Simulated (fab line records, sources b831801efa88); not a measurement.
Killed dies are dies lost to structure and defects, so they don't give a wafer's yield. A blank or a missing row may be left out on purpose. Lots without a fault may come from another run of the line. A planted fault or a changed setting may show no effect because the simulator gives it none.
fab line records | flow sky130
record lots=6 wafers=18 last_day=50
route steps=708 shown METAL3@536 CAPM@537
lots that met no fault: from a run of the same line without faults
start_h: hours from the record's first day to the start of the lot's first wafer shown | wait_h: hours since the lot's step before | " the same as in the row above | L1.1+2: a row that stands for several wafers | - no value, or no start given | * or withheld: withheld | < > ~ a bound
route shown NAME@n: a module of which the file shows steps, and the number in the route of the first | usual: mean/standard deviation of fault-free wafers | same: alike in all rows | chamber/n: place in a boat | sites: the reading at each site | _std_site: their standard deviation | _edge_site: outer sites' mean less inner sites' | radius_mm: how far each site lies from the wafer's centre | mask NAME#n: copy n | behind: the tool/chamber that last shaped the wafer | hold: why the lot was held/for how many hours/how that ended | device: the transistor (n, p or np) that didn't switch | end of line: the same wafers' tests at the end of the route | a step without rows: its recipe alone | killed: dies lost to structure and defects at the first sort, not the wafer's yield | map: a wafer's dies, x killed, . not, _ none there
set.NAME: the setting as run; set.NAME@STEP: as run at that earlier step | model.NAME: the simulator's own value behind a step, which no gauge read
lots at some steps of the route; a table a step, a row a wafer
services: from which hour (start_h, from the record's first day; less than 0 if before it) a tool's chamber was out of use, for how many hours, and why
## steps
# step SKY_METAL3_SPUTTER_04
# recipe material=TiN target_thk_nm=70 power_w=6500 time_s=58.3 chamber_pressure_pa=0.4
# usual throttle_valve_pct=30.4/1.1
# columns lot.wafer tool chamber start_h wait_h throttle_valve_pct
L732.1 pvd_sputter-04 - 860.27 0.0 32.4
L732.4 " - " " 31.7
L732.5 " - " " 32.9
L738.1 pvd_sputter-02 - 919.02 0.0 29.1
L738.2 " - " " 30.6
L738.5 " - " " 30.4
L739.2 pvd_sputter-01 - 922.51 0.0 28.8
L739.3 " - " " 29.6
L739.4 " - " " 30.1
L740.1 pvd_sputter-01 - 937.19 0.0 29.4
L740.5 " - " " 29.6
L740.6 " - " " 30.4
L748.3 pvd_sputter-02 - 979.34 0.0 30.2
L748.5 " - " " 30.5
L748.6 " - " " 30.6
L752.2 pvd_sputter-01 - 1016.78 0.0 29.2
L752.4 " - " " 30.5
L752.6 " - " " 28.3
# step SKY_CAPM_CVD_00
# recipe material=SiO2 target_thk_nm=15.5 temp_c=400 time_s=withheld rf_w=450
# usual heater_power_w=713/99
# columns lot.wafer tool chamber start_h wait_h heater_power_w
L732.1 pecvd-02 2 860.32 0.0 753
L732.4 " 2 " " 743
L732.5 " 0 " " 658
L738.1 pecvd-04 2 919.07 0.0 919
L738.2 " 1 " " 677
L738.5 " 2 " " 913
L739.2 pecvd-01 2 922.56 0.0 692
L739.3 " 1 " " 505
L739.4 " 2 " " 696
L740.1 pecvd-02 0 937.24 0.0 714
L740.5 " 0 " " 730
L740.6 " 2 " " 760
L748.3 pecvd-04 2 979.39 0.0 950
L748.5 " 2 " " 914
L748.6 " 0 " " 698
L752.2 pecvd-02 2 1016.82 0.0 798
L752.4 " 2 " " 806
L752.6 " 1 " " 662
# step SKY_CAPM_THK_MEAS_01
# recipe reads=SiO2_of_CAPM_CVD_00
# usual CAPM_CVD_00_THK=15.54/0.21
# columns lot.wafer tool chamber start_h wait_h CAPM_CVD_00_THK[nm]
L732.1 film_metro-04 - 860.34 - 15.10
L732.4 " - " " 15.28
L732.5 " - " " 15.37
L738.1 film_metro-02 - 919.09 - 15.47
L738.2 " - " " 15.44
L738.5 " - " " 15.71
L739.2 film_metro-02 - 922.59 - 15.62
L739.3 " - " " 14.97
L739.4 " - " " 15.55
L740.1 film_metro-01 - 937.26 - 15.30
L740.5 " - " " 15.69
L740.6 " - " " 15.44
L748.3 film_metro-04 - 979.44 - 15.25
L748.5 " - " " 15.72
L748.6 " - " " 15.97
L752.2 film_metro-01 - 1016.86 - 15.25
L752.4 " - " " 15.52
L752.6 " - " " 16.08
# step SKY_CAPM_SPUTTER_02
# recipe material=TiN target_thk_nm=200 temp_c=300 power_w=6500 time_s=166.7 chamber_pressure_pa=0.4
# usual throttle_valve_pct=29.8/0.87
# columns lot.wafer tool chamber start_h wait_h throttle_valve_pct
L732.1 pvd_sputter-03 - 860.40 0.1 29.6
L732.4 " - " " 28.8
L732.5 " - " " 29.3
L738.1 pvd_sputter-03 - 919.15 0.1 29.1
L738.2 " - " " 28.9
L738.5 " - " " 29.8
L739.2 pvd_sputter-02 - 922.64 0.0 31.9
L739.3 " - " " 29.1
L739.4 " - " " 30.9
L740.1 pvd_sputter-03 - 937.32 0.1 28.8
L740.5 " - " " 28.8
L740.6 " - " " 29.2
L748.3 pvd_sputter-03 - 979.48 0.0 29.6
L748.5 " - " " 29.0
L748.6 " - " " 29.9
L752.2 pvd_sputter-02 - 1016.91 0.0 31.8
L752.4 " - " " 30.6
L752.6 " - " " 30.5
# step SKY_CAPM_RS_MEAS_03
# recipe thk_meas_gauge=four-point-probe reads=TiN_of_CAPM_SPUTTER_02
# usual CAPM_TIN_RS=6.97/0.09
# columns lot.wafer tool chamber start_h wait_h CAPM_TIN_RS[ohm/sq]
L732.1 film_metro-02 - 860.51 0.1 7.06
L732.4 " - " " 6.97
L732.5 " - " " 6.93
L738.1 film_metro-04 - 919.26 0.1 6.95
L738.2 " - " " 7.03
L738.5 " - " " 7.16
L739.2 film_metro-02 - 922.77 0.1 7.11
L739.3 " - " " 6.99
L739.4 " - " " 6.97
L740.1 film_metro-02 - 937.43 0.1 6.97
L740.5 " - " " 6.98
L740.6 " - " " 6.91
L748.3 film_metro-01 - 979.63 0.1 7.26
L748.5 " - " " 7.06
L748.6 " - " " 7.19
L752.2 film_metro-02 - 1017.04 0.1 7.04
L752.4 " - " " 7.08
L752.6 " - " " 7.00
# step SKY_CAPM_THK_MEAS_04
# recipe thk_meas_gauge=xrf reads=TiN_of_CAPM_SPUTTER_02
# usual CAPM_TIN_THK=201.3/2.6
# columns lot.wafer tool chamber start_h wait_h CAPM_TIN_THK[nm]
L732.1 film_metro-02 - 860.63 0.1 198.9
L732.4 " - " " 202.3
L732.5 " - " " 203.7
L738.1 film_metro-04 - 919.38 0.1 201.3
L738.2 " - " " 198.7
L738.5 " - " " 195.8
L739.2 film_metro-02 - 922.88 0.1 197.8
L739.3 " - " " 201.7
L739.4 " - " " 201.2
L740.1 film_metro-02 - 937.55 0.1 200.9
L740.5 " - " " 201.6
L740.6 " - " " 202.0
L748.3 film_metro-01 - 979.73 0.1 193.9
L748.5 " - " " 199.3
L748.6 " - " " 194.8
L752.2 film_metro-02 - 1017.15 0.1 199.2
L752.4 " - " " 198.5
L752.6 " - " " 200.4
# step SKY_CAPM_DEHYDRATE_05
# recipe temp_c=200 time_s=60
# step SKY_CAPM_HMDS_06
# recipe prime_time_s=60 prime_temp_c=120
# step SKY_CAPM_COAT_07
# recipe resist=NOVOLAK spin_rpm=3000 resist_thk_nm=1140
# step SKY_CAPM_SOFTBAKE_08
# recipe temp_c=90 time_s=60 resist=NOVOLAK
# step SKY_CAPM_EXPOSE_09
# recipe mask_id=CAPM na=0.6 source_shape=conventional sigma_outer=0.6 polarization=unpolarized target_cd_nm=1000 dose_mj=159
# step SKY_CAPM_PEB_10
# recipe temp_c=withheld time_s=* resist=NOVOLAK
# step SKY_CAPM_DEVELOP_11
# recipe resist=NOVOLAK developer=TMAH develop_time_s=60 dev_temp_c=23
# usual chill_plate_temp_C=23.01/0.12 develop_time_s=60/0 developer_temp_C=23.02/0.11
# columns lot.wafer tool chamber start_h wait_h chill_plate_temp_C develop_time_s developer_temp_C
L732.1 litho_track-03 0 885.88 0.1 23.14 60 23.04
L732.4 " 0 " " 23.08 60 23.05
L732.5 " 0 " " 23.20 60 22.91
L738.1 litho_track-01 - 943.56 0.1 - - -
L738.2 " - " " - - -
L738.5 " - " " - - -
L739.2 litho_track-02 - 946.13 0.1 - - -
L739.3 " - " " - - -
L739.4 " - " " - - -
L740.1 litho_track-01 0 960.86 0.1 23.00 60 23.15
L740.5 " 0 " " 23.25 60 23.11
L740.6 " 0 " " 23.25 60 23.17
L748.3 litho_track-03 0 1001.83 0.1 22.98 60 22.96
L748.5 " 0 " " 23.25 60 22.96
L748.6 " 0 " " 23.19 60 23.01
L752.2 litho_track-01 0 1038.79 0.1 23.09 60 23.15
L752.4 " 0 " " 23.01 60 23.06
L752.6 " 0 " " 22.98 60 23.01
# step SKY_CAPM_OVL_MEAS_12
# usual CAPM_OVL=0.7/1.5
# columns lot.wafer tool chamber start_h wait_h CAPM_OVL[nm]
L732.1 overlay-01 - 886.03 0.1 0.3
L732.4 " - " " -1.1
L732.5 " - " " 0.6
L738.1 overlay-01 - 943.71 0.1 -
L738.2 " - " " -
L738.5 " - " " -
L739.2 overlay-02 - 946.27 0.1 -
L739.3 " - " " -
L739.4 " - " " -
L740.1 overlay-02 - 961.01 0.1 2.5
L740.5 " - " " 1.1
L740.6 " - " " 1.8
L748.3 overlay-01 - 1001.95 0.1 2.1
L748.5 " - " " 1.4
L748.6 " - " " 1.2
L752.2 overlay-02 - 1038.92 0.1 3.4
L752.4 " - " " 0.3
L752.6 " - " " 0.3
## services
# columns tool chamber start_h hours kind
litho_track-01 - 845.65 - consumable_replace:filter
pecvd-02 - 852.15 0.6 repair
pvd_sputter-03 - 873.15 0.5 repair
pecvd-04 0 873.57 5.5 scheduled_down
pvd_sputter-04 - 909.72 5.0 repair
pvd_sputter-01 - 923.22 5.2 repair
pecvd-02 - 926.06 4.3 pm
pecvd-01 - 945.55 2.1 repair
pvd_sputter-04 - 953.60 0.5 repair
litho_track-03 - 962.95 - consumable_replace:filter
pecvd-04 2 966.47 2.1 scheduled_down
pecvd-01 - 967.24 0.8 repair
pecvd-02 1 991.03 3.8 repair
pecvd-02 1 1007.92 2.1 scheduled_down
pecvd-02 1 1018.59 74.1 repair
pvd_sputter-02 - 1027.54 0.5 repair
## key
first_sign step=SKY_CAPM_DEVELOP_11 reading=tool_record direction=missing
effect none on later readings
met_at SKY_CAPM_DEVELOP_11
struck_wafers L738.1,L738.2,L738.5,L739.2,L739.3,L739.4
later_rows_left_out L738.1,L738.2,L738.5,L739.2,L739.3,L739.4
sort_left_out L738.1,L738.2,L738.5,L739.2,L739.3,L739.4
fault kind=skipped_step_whole tool=litho_track-01,litho_track-02 chamber=- onset_h=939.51 steps=SKY_CAPM_DEVELOP_11 scope=struck_lots_only
# sort_left_out: the simulated sort isn't trusted on such a fault, so these wafers' sort isn't shown, and their yield isn't known
# later_rows_left_out: the simulator's readings of these wafers behind a module that went badly wrong aren't trusted and aren't shown, but for the sort
